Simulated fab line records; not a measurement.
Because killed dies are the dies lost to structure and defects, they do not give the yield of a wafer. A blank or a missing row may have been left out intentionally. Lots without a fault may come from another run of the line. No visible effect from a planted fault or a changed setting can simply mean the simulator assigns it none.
fab line records + flow sky130
record
- lots=6
- wafers=18
- last_day=50
route steps=708 shown FIELD_ISO@1 PAD_OPEN@708
lots that met no fault: from a run of the same line without faults
start_h: hours from the record's first day to the start of the lot's first wafer shown + wait_h: hours elapsed since this lot's preceding step + " the same as in the row above + L1.1+2: one row covering several wafers at once + - value missing, or start not given + * or withheld: withheld + < > ~ a bound
route shown NAME@n: NAME is a module with steps in the file, n the number in the route of the first one + usual: mean and standard deviation over wafers with no fault + same: alike in all rows + chamber/n: place in a boat + sites: the reading at each site + _std_site: standard deviation across them + _edge_site: inner sites' mean taken away from outer sites' mean + radius_mm: how far each site lies from the wafer's centre + mask NAME#n: copy n + behind: tool/chamber where the wafer was last shaped + hold: cause of the lot's hold/its duration in hours/its outcome + device: which transistor (n, p or np) failed to switch + end of line: at the end of the route, the tests of the same wafers + a step given without rows: its recipe and nothing more + killed: at the first sort, the dies lost to defects and structure; wafer yield is something else + map: a wafer's dies, marking killed ones x, the rest . and places with no die _
set.NAME: setting as actually run; set.NAME@STEP: the setting as run at that earlier step + model.NAME: the simulator's own value behind a step, which no gauge read
lots seen at some steps along the route; tables by step, rows by wafer
## steps
# step SKY_FIELD_ISO_BOW_MEAS_00
# recipe
- mode=bow
# usual
- INCOMING_BOW=1/6.6
| lot.wafer | tool          | chamber | start_h | wait_h | INCOMING_BOW[um] |
|-----------|---------------|---------|---------|--------|------------------|
| L431.2    | film_metro-02 | -       | 50.02   | -      | 1                |
| L431.4    | "             | -       | "       | "      | -1               |
| L431.5    | "             | -       | "       | "      | 11               |
| L434.1    | film_metro-03 | -       | 65.00   | -      | 14               |
| L434.2    | "             | -       | "       | "      | -3               |
| L434.4    | "             | -       | "       | "      | -3               |
| L442.1    | film_metro-04 | -       | 105.00  | -      | 5                |
| L442.3    | "             | -       | "       | "      | -4               |
| L442.4    | "             | -       | "       | "      | 9                |
| L444.1    | film_metro-03 | -       | 115.00  | -      | 3                |
| L444.2    | "             | -       | "       | "      | 10               |
| L444.5    | "             | -       | "       | "      | -3               |
| L445.1    | film_metro-03 | -       | 120.00  | -      | 1                |
| L445.2    | "             | -       | "       | "      | -10              |
| L445.3    | "             | -       | "       | "      | 1                |
| L446.1    | film_metro-04 | -       | 125.00  | -      | 3                |
| L446.5    | "             | -       | "       | "      | 2                |
| L446.6    | "             | -       | "       | "      | -8               |
# step SKY_FIELD_ISO_OXIDATION_01
# recipe
- temp_c=900
- ambient=O2
- stabilise_s=600
- purge_s=300
- target_thk_a=120
- ox_time_s=1843
# step SKY_FIELD_ISO_THK_MEAS_02
# recipe
- reads=SiO2_of_FIELD_ISO_OXIDATION_01
# usual
- FIELD_ISO_OXIDATION_00_THK=12.01/0.25
| lot.wafer | tool          | chamber | start_h | wait_h | FIELD_ISO_OXIDATION_00_THK[nm] |
|-----------|---------------|---------|---------|--------|--------------------------------|
| L431.2    | film_metro-04 | -       | 52.48   | 0.0    | 12.09                          |
| L431.4    | "             | -       | "       | "      | 11.72                          |
| L431.5    | "             | -       | "       | "      | 11.94                          |
| L434.1    | film_metro-02 | -       | 67.43   | 0.0    | 11.92                          |
| L434.2    | "             | -       | "       | "      | 12.24                          |
| L434.4    | "             | -       | "       | "      | 12.13                          |
| L442.1    | film_metro-02 | -       | 106.63  | 0.0    | 12.23                          |
| L442.3    | "             | -       | "       | "      | 12.10                          |
| L442.4    | "             | -       | "       | "      | 12.31                          |
| L444.1    | film_metro-02 | -       | 121.56  | 0.0    | 12.07                          |
| L444.2    | "             | -       | "       | "      | 12.11                          |
| L444.5    | "             | -       | "       | "      | 12.36                          |
| L445.1    | film_metro-04 | -       | 124.57  | 0.0    | 12.15                          |
| L445.2    | "             | -       | "       | "      | 12.05                          |
| L445.3    | "             | -       | "       | "      | 11.85                          |
| L446.1    | film_metro-04 | -       | 130.01  | 0.0    | 11.53                          |
| L446.5    | "             | -       | "       | "      | 11.82                          |
| L446.6    | "             | -       | "       | "      | 11.79                          |
# step SKY_FIELD_ISO_CVD_03
# recipe
- material=Si3N4
- precursor=DCS/NH3
- target_thk_nm=165
- temp_c=770
- time_s=2830
- pressure_mtorr=250
# step SKY_FIELD_ISO_THK_MEAS_04
# recipe
- reads=Si3N4_of_FIELD_ISO_CVD_03
# usual
- FIELD_ISO_CVD_03_THK=165.3/1.6
| lot.wafer | tool          | chamber | start_h | wait_h | FIELD_ISO_CVD_03_THK[nm] |
|-----------|---------------|---------|---------|--------|--------------------------|
| L431.2    | film_metro-02 | -       | 55.30   | 0.0    | 168.1                    |
| L431.4    | "             | -       | "       | "      | 169.0                    |
| L431.5    | "             | -       | "       | "      | 167.6                    |
| L434.1    | film_metro-03 | -       | 69.28   | 0.0    | 166.2                    |
| L434.2    | "             | -       | "       | "      | 166.1                    |
| L434.4    | "             | -       | "       | "      | 164.7                    |
| L442.1    | film_metro-02 | -       | 108.48  | 0.0    | 164.1                    |
| L442.3    | "             | -       | "       | "      | 163.7                    |
| L442.4    | "             | -       | "       | "      | 164.0                    |
| L444.1    | film_metro-03 | -       | 123.41  | 0.0    | 163.1                    |
| L444.2    | "             | -       | "       | "      | 165.0                    |
| L444.5    | "             | -       | "       | "      | 164.3                    |
| L445.1    | film_metro-02 | -       | 126.79  | 0.0    | 167.0                    |
| L445.2    | "             | -       | "       | "      | 165.7                    |
| L445.3    | "             | -       | "       | "      | 165.1                    |
| L446.1    | film_metro-03 | -       | 131.85  | 0.0    | 165.5                    |
| L446.5    | "             | -       | "       | "      | 165.1                    |
| L446.6    | "             | -       | "       | "      | 165.6                    |
# step SKY_FIELD_ISO_DEHYDRATE_05
# recipe
- temp_c=200
- time_s=60
# step SKY_FIELD_ISO_HMDS_06
# recipe
- prime_time_s=60
- prime_temp_c=120
# step SKY_FIELD_ISO_COAT_07
# recipe
- resist=BARC
- temp_c=withheld
- time_s=withheld
- spin_rpm=3000
- resist_thk_nm=60
# step SKY_FIELD_ISO_COAT_08
# recipe
- resist=KrF-thick
- spin_rpm=3000
- resist_thk_nm=450
# step SKY_FIELD_ISO_SOFTBAKE_09
# recipe
- temp_c=100
- time_s=90
- resist=KrF-thick
# usual
- heater_power_total_W=57.36/0.12
- plate_temp_C=100.01/0.13
| lot.wafer | tool           | chamber | start_h | wait_h | heater_power_total_W | plate_temp_C |
|-----------|----------------|---------|---------|--------|----------------------|--------------|
| L431.2    | litho_track-01 | 0       | 63      | -      | 57.46                | 99.93        |
| L431.4    | "              | 0       | "       | "      | 57.48                | 99.99        |
| L431.5    | "              | 0       | "       | "      | 57.24                | 100.02       |
| L434.1    | litho_track-02 | 0       | 77      | -      | 57.36                | 100.04       |
| L434.2    | "              | 0       | "       | "      | 57.35                | 99.90        |
| L434.4    | "              | 0       | "       | "      | 57.49                | 99.77        |
| L442.1    | litho_track-02 | 0       | 117     | -      | 55.97                | 98.01        |
| L442.3    | "              | 0       | "       | "      | 56.07                | 98.12        |
| L442.4    | "              | 0       | "       | "      | 55.81                | 98.15        |
| L444.1    | litho_track-02 | 0       | 132     | -      | 55.81                | 98.07        |
| L444.2    | "              | 0       | "       | "      | 55.76                | 98.18        |
| L444.5    | "              | 0       | "       | "      | 55.72                | 98.16        |
| L445.1    | litho_track-03 | 0       | 136     | -      | 57.26                | 100.08       |
| L445.2    | "              | 0       | "       | "      | 57.13                | 100.08       |
| L445.3    | "              | 0       | "       | "      | 57.26                | 100.21       |
| L446.1    | litho_track-03 | 0       | 141     | -      | 57.42                | 99.83        |
| L446.5    | "              | 0       | "       | "      | 57.20                | 100.12       |
| L446.6    | "              | 0       | "       | "      | 57.18                | 100.02       |
# step SKY_FIELD_ISO_EXPOSE_10
# recipe
- mask_id=FOM
- na=0.68
- source_shape=annular
- sigma_inner=0.4
- sigma_outer=0.8
- target_cd_nm=150
- dose_mj=28
# step SKY_PAD_OPEN_PROBE_99
# usual
- killed_at_M0_to_M3=44/6.4
- killed_at_M4_up=3.0/1.8
- killed_at_contacts=24/5
- killed_at_front_end=16/4.3
- killed_at_other=0.4/0.76
- killed_dies=88/8.6
- killed_open=47/7.2
- killed_short=40/5.5
# same
- gross_dies=492
- killed_at_back_side=0
| lot.wafer | tool      | chamber | start_h | wait_h | killed_at_M0_to_M3 | killed_at_M4_up | killed_at_contacts | killed_at_front_end | killed_at_other | killed_dies | killed_open | killed_short |
|-----------|-----------|---------|---------|--------|--------------------|-----------------|--------------------|---------------------|-----------------|-------------|-------------|--------------|
| L431.2    | prober-01 | -       | 1122.93 | 0.1    | 41                 | 2               | 29                 | 16                  | 2               | 90          | 46          | 44           |
| L431.4    | prober-01 | -       | 1123.03 | 0.2    | 44                 | 2               | 25                 | 15                  | 2               | 88          | 45          | 42           |
| L431.5    | prober-01 | -       | 1123.08 | 0.2    | 36                 | 2               | 20                 | 14                  | 1               | 73          | 41          | 32           |
| L434.1    | prober-02 | -       | 1134.21 | 0.1    | 47                 | 7               | 19                 | 20                  | 0               | 93          | 43          | 49           |
| L434.2    | prober-02 | -       | 1134.26 | 0.1    | 37                 | 3               | 22                 | 23                  | 1               | 86          | 50          | 36           |
| L434.4    | prober-02 | -       | 1134.36 | 0.2    | 47                 | 3               | 22                 | 21                  | 0               | 93          | 56          | 37           |
| L444.1    | prober-02 | -       | 1190.37 | 0.1    | 37                 | 3               | 29                 | 19                  | 0               | 88          | 44          | 43           |
| L444.2    | prober-02 | -       | 1190.42 | 0.1    | 45                 | 5               | 26                 | 13                  | 1               | 90          | 50          | 40           |
| L444.5    | prober-02 | -       | 1190.57 | 0.2    | 45                 | 6               | 30                 | 14                  | 0               | 95          | 50          | 44           |
| L446.1    | prober-02 | -       | 1195.44 | 0.1    | 45                 | 7               | 23                 | 23                  | 0               | 98          | 50          | 48           |
| L446.5    | prober-02 | -       | 1195.64 | 0.2    | 48                 | 5               | 27                 | 14                  | 0               | 94          | 46          | 48           |
| L446.6    | prober-02 | -       | 1195.69 | 0.2    | 43                 | 3               | 29                 | 16                  | 0               | 91          | 52          | 39           |
# killed by level:class
L431.2 CONTACT:geometric_particle:open=10 VIA1:geometric_particle:open=9 VIA2:geometric_particle:open=9 CONTACT:geometric_particle:short=8 POLY_GATE:geometric_particle:short=7 VIA3:geometric_particle:open=5 LI_CONTACT:geometric_particle:short=4 LI_CONTACT:geometric_particle:open=4
L431.4 CONTACT:geometric_particle:open=7 CONTACT:geometric_particle:short=7 VIA2:geometric_particle:open=7 METAL1:geometric_particle:short=6 LI_CONTACT:geometric_particle:open=6 FIELD_ISO:geometric_particle:open=5 VIA1:geometric_particle:open=5 METAL2:geometric_particle:short=5
L431.5 VIA3:geometric_particle:open=10 CONTACT:geometric_particle:short=6 VIA1:geometric_particle:open=6 LI_CONTACT:geometric_particle:open=5 CONTACT:geometric_particle:open=5 METAL2:geometric_particle:short=5 FIELD_ISO:geometric_particle:open=4 POLY_GATE:geometric_particle:short=3
L434.1 CONTACT:geometric_particle:open=10 METAL2:geometric_particle:short=10 VIA1:geometric_particle:open=7 VIA3:geometric_particle:open=6 FIELD_ISO:geometric_particle:open=5 FIELD_ISO:geometric_particle:short=5 METAL4:geometric_particle:short=5 POLY_GATE:geometric_particle:open=4
L434.2 VIA1:geometric_particle:open=11 FIELD_ISO:geometric_particle:open=8 LI_CONTACT:geometric_particle:open=7 METAL1:geometric_particle:short=6 CONTACT:geometric_particle:open=6 CONTACT:geometric_particle:short=5 VIA3:geometric_particle:open=5 POLY_GATE:geometric_particle:open=4
L434.4 CONTACT:geometric_particle:open=10 VIA1:geometric_particle:open=8 LI_CONTACT:geometric_particle:open=7 VIA3:geometric_particle:open=7 POLY_GATE:geometric_particle:open=6 VIA2:geometric_particle:open=6 METAL2:geometric_particle:short=5 METAL1:geometric_particle:short=5
L444.1 CONTACT:geometric_particle:open=12 VIA1:geometric_particle:open=9 VIA3:geometric_particle:open=7 FIELD_ISO:geometric_particle:short=6 CONTACT:geometric_particle:short=6 VIA2:geometric_particle:open=6 POLY_GATE:geometric_particle:open=5 LOCAL_INTERCONNECT:geometric_particle:short=5
L444.2 VIA2:geometric_particle:open=9 CONTACT:geometric_particle:open=8 CONTACT:geometric_particle:short=7 VIA3:geometric_particle:open=7 LI_CONTACT:geometric_particle:open=6 VIA1:geometric_particle:open=5 METAL2:geometric_particle:short=5 METAL3:geometric_particle:short=5
L444.5 CONTACT:geometric_particle:open=12 VIA1:geometric_particle:open=12 LI_CONTACT:geometric_particle:open=7 VIA2:geometric_particle:open=7 FIELD_ISO:geometric_particle:short=5 CONTACT:geometric_particle:short=5 VIA1:geometric_particle:short=5 POLY_GATE:geometric_particle:short=4
L446.1 VIA1:geometric_particle:open=12 METAL1:geometric_particle:short=9 LI_CONTACT:geometric_particle:open=7 CONTACT:geometric_particle:open=7 FIELD_ISO:geometric_particle:open=6 METAL4:geometric_particle:short=6 FIELD_ISO:geometric_particle:short=5 VIA3:geometric_particle:open=5
L446.5 LI_CONTACT:geometric_particle:open=10 VIA2:geometric_particle:short=9 METAL1:geometric_particle:short=7 VIA1:geometric_particle:open=7 FIELD_ISO:geometric_particle:open=6 LI_CONTACT:geometric_particle:short=6 METAL2:geometric_particle:short=6 CONTACT:geometric_particle:open=5
L446.6 VIA1:geometric_particle:open=12 CONTACT:geometric_particle:open=11 METAL1:geometric_particle:short=9 LI_CONTACT:geometric_particle:open=8 VIA2:geometric_particle:open=7 FIELD_ISO:geometric_particle:short=6 CONTACT:geometric_particle:short=5 POLY_GATE:geometric_particle:open=3
## key
first_sign
- step=SKY_FIELD_ISO_SOFTBAKE_09
- reading=plate_temp_C
- direction=down
- sigmas=14
- usual=*
- struck=*
effect
- step=SKY_FIELD_ISO_SOFTBAKE_09
- reading=heater_power_total_W
- direction=down
- sigmas=13
- usual=*
- struck=*
met_at SKY_FIELD_ISO_SOFTBAKE_09
struck_wafers L442.1,L442.3,L442.4,L444.1,L444.2,L444.5
tester_left_out L442,L444
loop_trim
- step=SKY_FIELD_ISO_EXPOSE_10
- setting=dose
- lots=L444
onset_between 77 117
fault
- kind=process_parameter_drift
- tool=litho_track-02
- chamber=-
- onset_h=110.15
- steps=SKY_FIELD_ISO_SOFTBAKE_09
- channel=temp_c
- offset=*
- shape=step
- end_h=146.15
- acts_in=*
- stated=*
# tester_left_out: of these lots the tester's yield and bins aren't shown, on N5 and GAA mostly nor the transistor test; their killed dies are dies lost to structure and defects alone, not to doping, threshold or leakage, so they don't give the yield
# loop_trim: a control loop set the setting to another value than it would have without faults
